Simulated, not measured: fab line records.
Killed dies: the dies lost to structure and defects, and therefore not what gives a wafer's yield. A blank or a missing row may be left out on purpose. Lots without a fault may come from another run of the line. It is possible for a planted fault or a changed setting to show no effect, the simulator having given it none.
fab line records | flow sky130 | part 1 of 2: steps 1 to 32 of 45
[record] lots = 5 wafers = 15 lastDay = 50
route steps=708 shown VT_ADJUST_HVTP@87 VT_ADJUST_LVTN@97 VT_ADJUST_NCORE@119 VT_ADJUST_HVTR@131
lots with no fault: from the same line, run without faults
startH: the number of hours between the record's first day and the start of the first shown wafer of the lot | waitH: hours since the lot's step before | " identical to the entry in the row above | L1.1+2: several wafers, shown together as one row | - value missing, or start not given | * or withheld: withheld | < > ~ a bound
route shown NAME@n: names a module that has steps shown in the file, with the first one's number in the route | usual: average and standard deviation across the fault-free wafers | same: alike in all rows | chamber/n: place in a boat | sites: the reading at each site | _std_site: how widely they spread, as a standard deviation | _edge_site: mean of outer sites minus mean of inner sites | radiusMm: how far each site lies from the wafer's centre | mask NAME#n: copy n | behind: the last tool/chamber to shape the wafer | hold: cause of the lot's hold/its duration in hours/its outcome | device: which transistor (n, p or np) failed to switch | end of line: the tests these same wafers got at the end of their route | for a step that has no rows: nothing shown but its recipe | killed: count of dies lost to structure and defects at first sort (not the wafer's yield) | map: a wafer's dies, x killed, . not, _ none there
set.NAME: setting as actually run; set.NAME@STEP: the setting as run at that earlier step | model.NAME: the simulator's own value behind a step, which no gauge read
lots seen at some steps along the route; tables by step, rows by wafer
services: a tool's chamber out of use, with start hour (startH, from the record's first day; less than 0 if before it), hours out, and reason
[[steps]]
[step SKY_VT_ADJUST_HVTP_COAT_02]
[recipe] resist = NOVOLAK spinRpm = 3000 resistThkNm = 1140
// columns lot.wafer tool chamber startH waitH
L074.2+3+6 lithoTrack-03 0 113.41 0.1
L089.2+4+5 lithoTrack-03 0 203.06 0.1
L090.2+5+6 lithoTrack-04 0 211.46 0.1
L094.3+5+6 lithoTrack-01 0 239.20 0.1
L097.2+3+6 lithoTrack-04 0 264.41 0.1
[step SKY_VT_ADJUST_HVTP_SOFTBAKE_03]
[recipe] tempC = 90 timeS = 60 resist = NOVOLAK
[same] timeS = 60
// columns lot.wafer tool chamber startH waitH
L074.2+3+6 lithoTrack-03 0 113.56 0.1
L089.2+4+5 lithoTrack-03 0 203.21 0.1
L090.2+5+6 lithoTrack-04 0 211.61 0.1
L094.3+5+6 lithoTrack-01 0 239.35 0.1
L097.2+3+6 lithoTrack-04 0 264.56 0.1
[step SKY_VT_ADJUST_HVTP_EXPOSE_04]
[recipe] maskId = HVTPM na = 0.6 sourceShape = conventional sigmaOuter = 0.6 polarization = unpolarized targetCdNm = 380 doseMj = 140
// columns lot.wafer tool chamber startH waitH mask
L074.2+3+6 ilineStepper-02 0 - - HVTPM#0
L089.2+4+5 ilineStepper-01 0 - - HVTPM#0
L090.2+5+6 ilineStepper-01 0 - - HVTPM#0
L094.3+5+6 ilineStepper-01 0 - - HVTPM#0
L097.2+3+6 ilineStepper-01 0 - - HVTPM#0
[step SKY_VT_ADJUST_HVTP_PEB_05]
[recipe] tempC = withheld timeS = * resist = NOVOLAK
[same] timeS = *
// columns lot.wafer tool chamber startH waitH
L074.2+3+6 lithoTrack-03 0 - -
L089.2+4+5 lithoTrack-03 0 - -
L090.2+5+6 lithoTrack-04 0 - -
L094.3+5+6 lithoTrack-04 0 - -
L097.2+3+6 lithoTrack-01 0 - -
[step SKY_VT_ADJUST_HVTP_DEVELOP_06]
[recipe] resist = NOVOLAK developer = TMAH developTimeS = 60 devTempC = 23
// columns lot.wafer tool chamber startH waitH
L074.2+3+6 lithoTrack-03 0 122.76 0.1
L089.2+4+5 lithoTrack-03 0 213.71 0.1
L090.2+5+6 lithoTrack-04 0 222.26 0.1
L094.3+5+6 lithoTrack-04 0 250.79 0.1
L097.2+3+6 lithoTrack-01 0 277.28 0.1
[step SKY_VT_ADJUST_HVTP_CD_MEAS_07]
[recipe] targetCdNm = 380
[usual] cdNm = 379.9/2.7
// columns lot.wafer tool chamber startH waitH cdNm
L074.2 cdSem-02 - 122.90 0.1 378.6
L074.3 " - " " 379.2
L074.6 " - " " 379.0
L089.2 cdSem-02 - 213.85 0.1 384.8
L089.4 " - " " 380.0
L089.5 " - " " 380.0
L090.2 cdSem-01 - 222.41 0.1 383.2
L090.5 " - " " 378.9
L090.6 " - " " 379.9
L094.3 cdSem-01 - 250.93 0.1 380.2
L094.5 " - " " 380.8
L094.6 " - " " 381.5
L097.2 cdSem-02 - 277.42 0.1 379.9
L097.3 " - " " 378.0
L097.6 " - " " 378.0
[step SKY_VT_ADJUST_HVTP_OVL_MEAS_08]
[usual] VT_ADJUST_HVTP_OVL = 0.8/1.4
// columns lot.wafer tool chamber startH waitH VT_ADJUST_HVTP_OVL[nm]
L074.2 overlay-01 - 123.01 0.1 0.5
L074.3 " - " " 2.4
L074.6 " - " " 1.8
L089.2 overlay-01 - 213.96 0.1 0.8
L089.4 " - " " 1.4
L089.5 " - " " 0.4
L090.2 overlay-02 - 222.51 0.1 1.9
L090.5 " - " " 1.4
L090.6 " - " " 1.7
L094.3 overlay-02 - 251.02 0.1 2.6
L094.5 " - " " 0.8
L094.6 " - " " 1.7
L097.2 overlay-02 - 277.53 0.1 0.2
L097.3 " - " " 0.0
L097.6 " - " " 1.4
[step SKY_VT_ADJUST_HVTP_IMPLANT_09]
[recipe] species = As energyKev = 150 doseCm2 = 4.3e+12 tiltDeg = withheld
[usual] faradayCurrentUA = 24.2/0.51
// columns lot.wafer tool chamber startH waitH faradayCurrentUA
L074.2 implanter-02 0 123.07 0.0 23.9
L074.3 " 0 " " 24.9
L074.6 " 0 " " 24.6
L089.2 implanter-03 0 214.02 0.0 24.3
L089.4 " 0 " " 24.6
L089.5 " 0 " " 24.8
L090.2 implanter-03 0 222.57 0.0 23.8
L090.5 " 0 " " 23.8
L090.6 " 0 " " 24.1
L094.3 implanter-02 0 251.09 0.1 24.1
L094.5 " 0 " " 24.5
L094.6 " 0 " " 24.6
L097.2 implanter-03 0 277.58 0.0 24.5
L097.3 " 0 " " 24.9
L097.6 " 0 " " 25.3
[step SKY_VT_ADJUST_HVTP_STRIP_10]
[recipe] chemistry = O2/N2 powerW = 1400 pressureMtorr = 1500 platenTempC = withheld o2FlowSccm = 3000 n2FlowSccm = 300 overashFraction = 0.5
[usual] drypumpMotorCurrentA = 5.5/0.48 n2FlowSccm = 299.8/1.1 oesProductAu = 0.715/0.0042 stripTimeToEndpointS = 14.18/0.049
// columns lot.wafer tool chamber startH waitH drypumpMotorCurrentA n2FlowSccm oesProductAu rfHoursCounterH stripTimeToEndpointS
L074.2 plasmaAsher-01 0 123.19 0.1 5.2 298.9 0.716 0 14.25
L074.3 " 1 " " 5.3 298.0 0.715 - 14.27
L074.6 " 1 " " 5.3 299.3 0.718 - 14.28
L089.2 plasmaAsher-04 1 214.14 0.1 5.1 299.4 0.712 39 14.17
L089.4 " 1 " " 5.1 299.4 0.716 - 14.20
L089.5 " 1 " " 5.1 300.6 0.711 - 14.21
L090.2 plasmaAsher-04 1 222.69 0.1 5.1 300.8 0.718 39 14.16
L090.5 " 1 " " 5.1 300.4 0.715 - 14.17
L090.6 " 0 " " 5.2 300.5 0.721 - 14.14
L094.3 plasmaAsher-01 0 251.22 0.1 5.2 299.8 0.715 - 14.19
L094.5 " 0 " " 5.2 300.7 0.718 - 14.21
L094.6 " 1 " " 5.3 300.7 0.713 - 14.28
L097.2 plasmaAsher-03 0 277.71 0.1 6.5 299.6 0.721 59 14.09
L097.3 " 1 " " 5.9 301.0 0.706 - 14.09
L097.6 " 0 " " 6.5 299.2 0.716 - 14.11
[step SKY_VT_ADJUST_HVTP_TW_MEAS_11]
[usual] VT_ADJUST_HVTP_TW = 1361/13
// columns lot.wafer tool chamber startH waitH VT_ADJUST_HVTP_TW
L074.2 filmMetro-02 - 123.30 0.1 1351
L074.3 " - " " 1350
L074.6 " - " " 1348
L089.2 filmMetro-03 - 214.25 0.1 1376
L089.4 " - " " 1378
L089.5 " - " " 1377
L090.2 filmMetro-03 - 222.80 0.1 1376
L090.5 " - " " 1381
L090.6 " - " " 1380
L094.3 filmMetro-02 - 251.31 0.1 1346
L094.5 " - " " 1355
L094.6 " - " " 1357
L097.2 filmMetro-03 - 277.82 0.1 1375
L097.3 " - " " 1367
L097.6 " - " " 1374
[step SKY_VT_ADJUST_LVTN_DEHYDRATE_00]
[recipe] tempC = 200 timeS = 60
[same] timeS = 60
// columns lot.wafer tool chamber startH waitH
L074.2+3+6 lithoTrack-03 0 131.96 8.6
L089.2+4+5 lithoTrack-04 0 224.81 10.6
L090.2+5+6 lithoTrack-03 0 233.11 10.3
L094.3+5+6 lithoTrack-03 0 262.78 11.5
L097.2+3+6 lithoTrack-04 0 289.56 11.7
[step SKY_VT_ADJUST_LVTN_HMDS_01]
[recipe] primeTimeS = 60 primeTempC = 120
// columns lot.wafer tool chamber startH waitH
L074.2+3+6 lithoTrack-03 0 132.11 0.1
L089.2+4+5 lithoTrack-04 0 224.96 0.1
L090.2+5+6 lithoTrack-03 0 233.26 0.1
L094.3+5+6 lithoTrack-03 0 262.93 0.1
L097.2+3+6 lithoTrack-04 0 289.71 0.1
[step SKY_VT_ADJUST_LVTN_COAT_02]
[recipe] spinRpm = 2000 resistThkNm = 3000
// columns lot.wafer tool chamber startH waitH
L074.2+3+6 lithoTrack-03 0 132.26 0.1
L089.2+4+5 lithoTrack-04 0 225.11 0.1
L090.2+5+6 lithoTrack-03 0 233.41 0.1
L094.3+5+6 lithoTrack-03 0 263.08 0.1
L097.2+3+6 lithoTrack-04 0 289.86 0.1
[step SKY_VT_ADJUST_LVTN_SOFTBAKE_03]
[recipe] tempC = 110 timeS = withheld
// columns lot.wafer tool chamber startH waitH
L074.2+3+6 lithoTrack-03 0 132.42 0.1
L089.2+4+5 lithoTrack-04 0 225.27 0.1
L090.2+5+6 lithoTrack-03 0 233.57 0.1
L094.3+5+6 lithoTrack-03 0 263.25 0.1
L097.2+3+6 lithoTrack-04 0 290.02 0.1
[step SKY_VT_ADJUST_LVTN_EXPOSE_04]
[recipe] maskId = NWM_COMPLEMENT_LESS_NATIVE na = 0.6 sourceShape = conventional sigmaOuter = 0.6 polarization = unpolarized targetCdNm = 840 doseMj = 194
// columns lot.wafer tool chamber startH waitH mask
L074.2+3+6 ilineStepper-02 0 - - NWM_COMPLEMENT_LESS_NATIVE#0
L089.2+4+5 ilineStepper-01 0 - - NWM_COMPLEMENT_LESS_NATIVE#0
L090.2+5+6 ilineStepper-01 0 - - NWM_COMPLEMENT_LESS_NATIVE#0
L094.3+5+6 ilineStepper-01 0 - - NWM_COMPLEMENT_LESS_NATIVE#0
L097.2+3+6 ilineStepper-01 0 - - NWM_COMPLEMENT_LESS_NATIVE#0
[step SKY_VT_ADJUST_LVTN_PEB_05]
[recipe] tempC = 115 timeS = withheld
// columns lot.wafer tool chamber startH waitH
L074.2+3+6 lithoTrack-03 0 - -
L089.2+4+5 lithoTrack-04 0 - -
L090.2+5+6 lithoTrack-03 0 - -
L094.3+5+6 lithoTrack-03 0 - -
L097.2+3+6 lithoTrack-03 0 - -
[step SKY_VT_ADJUST_LVTN_DEVELOP_06]
[recipe] wallAngleDeg = 90 developer = TMAH developTimeS = 60 devTempC = 23
// columns lot.wafer tool chamber startH waitH
L074.2+3+6 lithoTrack-03 0 - -
L089.2+4+5 lithoTrack-04 0 - -
L090.2+5+6 lithoTrack-03 0 - -
L094.3+5+6 lithoTrack-03 0 - -
L097.2+3+6 lithoTrack-03 0 - -
[step SKY_VT_ADJUST_LVTN_OVL_MEAS_07]
[usual] VT_ADJUST_LVTN_OVL = -1.0/1.4
// columns lot.wafer tool chamber startH waitH VT_ADJUST_LVTN_OVL[nm]
L074.2 overlay-02 - 141.89 - -1.3
L074.3 " - " " -1.5
L074.6 " - " " 1.2
L089.2 overlay-01 - 236.59 - -1.5
L089.4 " - " " -1.9
L089.5 " - " " 0.4
L090.2 overlay-01 - 244.99 - -0.6
L090.5 " - " " 0.4
L090.6 " - " " 0.2
L094.3 overlay-02 - 275.15 - -0.4
L094.5 " - " " 0.9
L094.6 " - " " -2.1
L097.2 overlay-02 - 303.04 - 0.3
L097.3 " - " " -2.3
L097.6 " - " " 0.1
[step SKY_VT_ADJUST_LVTN_IMPLANT_08]
[recipe] species = B energyKev = 30 doseCm2 = 1.57e+12 tiltDeg = withheld
[usual] faradayCurrentUA = 8.87/0.16
// columns lot.wafer tool chamber startH waitH faradayCurrentUA
L074.2 implanter-04 0 141.95 0.0 8.69
L074.3 " 0 " " 8.66
L074.6 " 0 " " 9.01
L089.2 implanter-04 0 236.65 0.0 8.90
L089.4 " 0 " " 9.12
L089.5 " 0 " " 8.77
L090.2 implanter-04 0 245.05 0.0 8.78
L090.5 " 0 " " 8.87
L090.6 " 0 " " 8.67
L094.3 implanter-01 0 275.22 0.1 8.84
L094.5 " 0 " " 8.88
L094.6 " 0 " " 8.79
L097.2 implanter-02 0 303.09 0.0 9.06
L097.3 " 0 " " 8.77
L097.6 " 0 " " 9.08
[step SKY_VT_ADJUST_LVTN_STRIP_09]
[recipe] chemistry = O2/N2 powerW = 1400 pressureMtorr = 1500 platenTempC = withheld o2FlowSccm = 3000 n2FlowSccm = 300 overashFraction = 0.5
[usual] drypumpMotorCurrentA = 5.7/0.53 n2FlowSccm = 300.0/0.91 oesProductAu = 0.722/0.0049 stripTimeToEndpointS = 37.02/0.091
// columns lot.wafer tool chamber startH waitH drypumpMotorCurrentA n2FlowSccm oesProductAu rfHoursCounterH stripTimeToEndpointS
L074.2 plasmaAsher-04 0 142.07 0.1 5.2 299.6 0.719 32 36.99
L074.3 " 0 " " 5.2 299.6 0.719 - 36.86
L074.6 " 0 " " 5.2 299.3 0.725 - 36.96
L089.2 plasmaAsher-04 0 236.77 0.1 5.2 300.4 0.716 41 37.00
L089.4 " 0 " " 5.2 300.5 0.721 - 37.03
L089.5 " 1 " " 5.1 298.7 0.723 - 36.88
L090.2 plasmaAsher-04 1 245.17 0.1 5.1 300.2 0.731 41 37.05
L090.5 " 0 " " 5.2 300.6 0.718 - 37.03
L090.6 " 1 " " 5.1 301.6 0.723 - 37.07
L094.3 plasmaAsher-03 0 275.35 0.1 6.5 299.6 0.726 - 37.16
L094.5 " 0 " " 6.5 299.1 0.718 - 37.08
L094.6 " 1 " " 5.9 300.0 0.730 - 37.20
L097.2 plasmaAsher-02 1 303.22 0.1 6.0 299.4 0.721 64 37.05
L097.3 " 1 " " 5.9 299.8 0.730 - 36.98
L097.6 " 0 " " 5.9 298.9 0.721 - 37.06
[step SKY_VT_ADJUST_LVTN_TW_MEAS_10]
[usual] VT_ADJUST_LVTN_TW = 243.5/2.3
// columns lot.wafer tool chamber startH waitH VT_ADJUST_LVTN_TW
L074.2 filmMetro-04 - 142.18 0.1 241.5
L074.3 " - " " 239.1
L074.6 " - " " 240.1
L089.2 filmMetro-04 - 236.88 0.1 240.7
L089.4 " - " " 241.2
L089.5 " - " " 241.2
L090.2 filmMetro-04 - 245.28 0.1 240.7
L090.5 " - " " 241.1
L090.6 " - " " 239.3
L094.3 filmMetro-04 - 275.44 0.1 241.3
L094.5 " - " " 241.1
L094.6 " - " " 242.0
L097.2 filmMetro-03 - 303.33 0.1 244.5
L097.3 " - " " 246.7
L097.6 " - " " 246.1
[step SKY_VT_ADJUST_LVTN_DEHYDRATE_11]
[recipe] tempC = 200 timeS = 60
[same] timeS = 60
// columns lot.wafer tool chamber startH waitH
L074.2+3+6 lithoTrack-03 0 151.21 9.0
L089.2+4+5 lithoTrack-02 0 247.86 11.0
L090.2+5+6 lithoTrack-02 0 256.91 11.6
L094.3+5+6 lithoTrack-04 0 286.89 11.4
L097.2+3+6 lithoTrack-02 0 316.36 13.0
[step SKY_VT_ADJUST_LVTN_HMDS_12]
[recipe] primeTimeS = 60 primeTempC = 120
// columns lot.wafer tool chamber startH waitH
L074.2+3+6 lithoTrack-03 0 151.36 0.1
L089.2+4+5 lithoTrack-02 0 248.01 0.1
L090.2+5+6 lithoTrack-02 0 257.06 0.1
L094.3+5+6 lithoTrack-04 0 287.04 0.1
L097.2+3+6 lithoTrack-02 0 316.51 0.1
[step SKY_VT_ADJUST_LVTN_COAT_13]
[recipe] resist = NOVOLAK spinRpm = 3000 resistThkNm = 1140
// columns lot.wafer tool chamber startH waitH
L074.2+3+6 lithoTrack-03 0 151.51 0.1
L089.2+4+5 lithoTrack-02 0 248.16 0.1
L090.2+5+6 lithoTrack-02 0 257.21 0.1
L094.3+5+6 lithoTrack-04 0 287.19 0.1
L097.2+3+6 lithoTrack-02 0 316.66 0.1
[step SKY_VT_ADJUST_LVTN_SOFTBAKE_14]
[recipe] tempC = 90 timeS = 60 resist = NOVOLAK
[same] timeS = 60
// columns lot.wafer tool chamber startH waitH
L074.2+3+6 lithoTrack-03 0 151.66 0.1
L089.2+4+5 lithoTrack-02 0 248.31 0.1
L090.2+5+6 lithoTrack-02 0 257.36 0.1
L094.3+5+6 lithoTrack-04 0 287.34 0.1
L097.2+3+6 lithoTrack-02 0 316.81 0.1
[step SKY_VT_ADJUST_LVTN_EXPOSE_15]
[recipe] maskId = HVN_STD_DERIVED na = 0.6 sourceShape = conventional sigmaOuter = 0.6 polarization = unpolarized targetCdNm = 600 doseMj = 163
// columns lot.wafer tool chamber startH waitH mask
L074.2+3+6 ilineStepper-02 0 - - HVN_STD_DERIVED#0
L089.2+4+5 ilineStepper-02 0 - - HVN_STD_DERIVED#0
L090.2+5+6 ilineStepper-01 0 - - HVN_STD_DERIVED#0
L094.3+5+6 ilineStepper-01 0 - - HVN_STD_DERIVED#0
L097.2+3+6 ilineStepper-01 0 - - HVN_STD_DERIVED#0
[step SKY_VT_ADJUST_LVTN_PEB_16]
[recipe] tempC = withheld timeS = * resist = NOVOLAK
[same] timeS = *
// columns lot.wafer tool chamber startH waitH
L074.2+3+6 lithoTrack-03 0 - -
L089.2+4+5 lithoTrack-03 0 - -
L090.2+5+6 lithoTrack-03 0 - -
L094.3+5+6 lithoTrack-03 0 - -
L097.2+3+6 lithoTrack-04 0 - -
[step SKY_VT_ADJUST_LVTN_DEVELOP_17]
[recipe] resist = NOVOLAK developer = TMAH developTimeS = 60 devTempC = 23
// columns lot.wafer tool chamber startH waitH
L074.2+3+6 lithoTrack-03 0 161.81 0.1
L089.2+4+5 lithoTrack-03 0 260.16 0.1
L090.2+5+6 lithoTrack-03 0 269.41 0.1
L094.3+5+6 lithoTrack-03 0 300.13 0.1
L097.2+3+6 lithoTrack-04 0 329.26 0.1
[step SKY_VT_ADJUST_LVTN_OVL_MEAS_18]
[usual] VT_ADJUST_LVTN_01_OVL = 0.0/1.3
// columns lot.wafer tool chamber startH waitH VT_ADJUST_LVTN_01_OVL[nm]
L074.2 overlay-02 - 161.94 0.1 1.6
L074.3 " - " " 2.7
L074.6 " - " " 2.2
L089.2 overlay-02 - 260.29 0.1 1.5
L089.4 " - " " 1.9
L089.5 " - " " 3.5
L090.2 overlay-01 - 269.54 0.1 -0.5
L090.5 " - " " -1.9
L090.6 " - " " -1.6
L094.3 overlay-02 - 300.25 0.1 0.0
L094.5 " - " " 0.0
L094.6 " - " " -1.7
L097.2 overlay-01 - 329.39 0.1 -2.2
L097.3 " - " " -0.5
L097.6 " - " " -1.4
[step SKY_VT_ADJUST_LVTN_IMPLANT_19]
[recipe] species = B energyKev = 30 doseCm2 = 6.5e+11 tiltDeg = withheld
[usual] faradayCurrentUA = 3.67/0.071
// columns lot.wafer tool chamber startH waitH faradayCurrentUA
L074.2 implanter-04 0 162.00 0.0 3.67
L074.3 " 0 " " 3.70
L074.6 " 0 " " 3.67
L089.2 implanter-02 0 260.34 0.0 3.52
L089.4 " 0 " " 3.64
L089.5 " 0 " " 3.54
L090.2 implanter-01 0 269.59 0.0 3.82
L090.5 " 0 " " 3.75
L090.6 " 0 " " 3.55
L094.3 implanter-01 0 300.32 0.1 3.64
L094.5 " 0 " " 3.71
L094.6 " 0 " " 3.64
L097.2 implanter-02 0 329.45 0.0 3.66
L097.3 " 0 " " 3.63
L097.6 " 0 " " 3.66
[step SKY_VT_ADJUST_LVTN_STRIP_20]
[recipe] chemistry = O2/N2 powerW = 1400 pressureMtorr = 1500 platenTempC = withheld o2FlowSccm = 3000 n2FlowSccm = 300 overashFraction = 0.5
[usual] drypumpMotorCurrentA = 5.8/0.47 n2FlowSccm = 299.8/0.84 oesProductAu = 0.716/0.0043 stripTimeToEndpointS = 14.18/0.042
// columns lot.wafer tool chamber startH waitH drypumpMotorCurrentA n2FlowSccm oesProductAu rfHoursCounterH stripTimeToEndpointS
L074.2 plasmaAsher-02 0 162.12 0.1 6.0 299.2 0.716 50 14.19
L074.3 " 0 " " 5.9 299.2 0.716 - 14.18
L074.6 " 1 " " 6.0 299.3 0.711 - 14.19
L089.2 plasmaAsher-02 1 260.47 0.1 6.0 299.3 0.724 60 14.12
L089.4 " 0 " " 6.0 298.3 0.715 - 14.15
L089.5 " 1 " " 6.0 299.5 0.714 - 14.17
L090.2 plasmaAsher-03 0 269.72 0.1 6.5 300.1 0.707 59 14.22
L090.5 " 0 " " 6.5 299.5 0.716 - 14.16
L090.6 " 1 " " 5.9 301.1 0.714 - 14.22
L094.3 plasmaAsher-04 0 300.45 0.1 5.2 299.1 0.713 - 14.18
L094.5 " 1 " " 5.1 300.5 0.720 - 14.21
L094.6 " 0 " " 5.2 298.8 0.711 - 14.20
L097.2 plasmaAsher-04 1 329.57 0.1 5.1 299.1 0.717 48 14.19
L097.3 " 1 " " 5.1 300.7 0.721 - 14.21
L097.6 " 0 " " 5.2 300.6 0.713 - 14.19
[step SKY_VT_ADJUST_LVTN_TW_MEAS_21]
[usual] VT_ADJUST_LVTN_2_TW = 189.7/1.5
// columns lot.wafer tool chamber startH waitH VT_ADJUST_LVTN_2_TW
L074.2 filmMetro-03 - 162.23 0.1 191.4
L074.3 " - " " 190.8
L074.6 " - " " 190.3
L089.2 filmMetro-01 - 260.58 0.1 190.7
L089.4 " - " " 191.4
L089.5 " - " " 191.9
L090.2 filmMetro-01 - 269.83 0.1 190.7
L090.5 " - " " 189.0
L090.6 " - " " 189.5
L094.3 filmMetro-01 - 300.54 0.1 190.7
L094.5 " - " " 190.3
L094.6 " - " " 191.4
L097.2 filmMetro-01 - 329.68 0.1 189.7
L097.3 " - " " 189.3
L097.6 " - " " 190.6
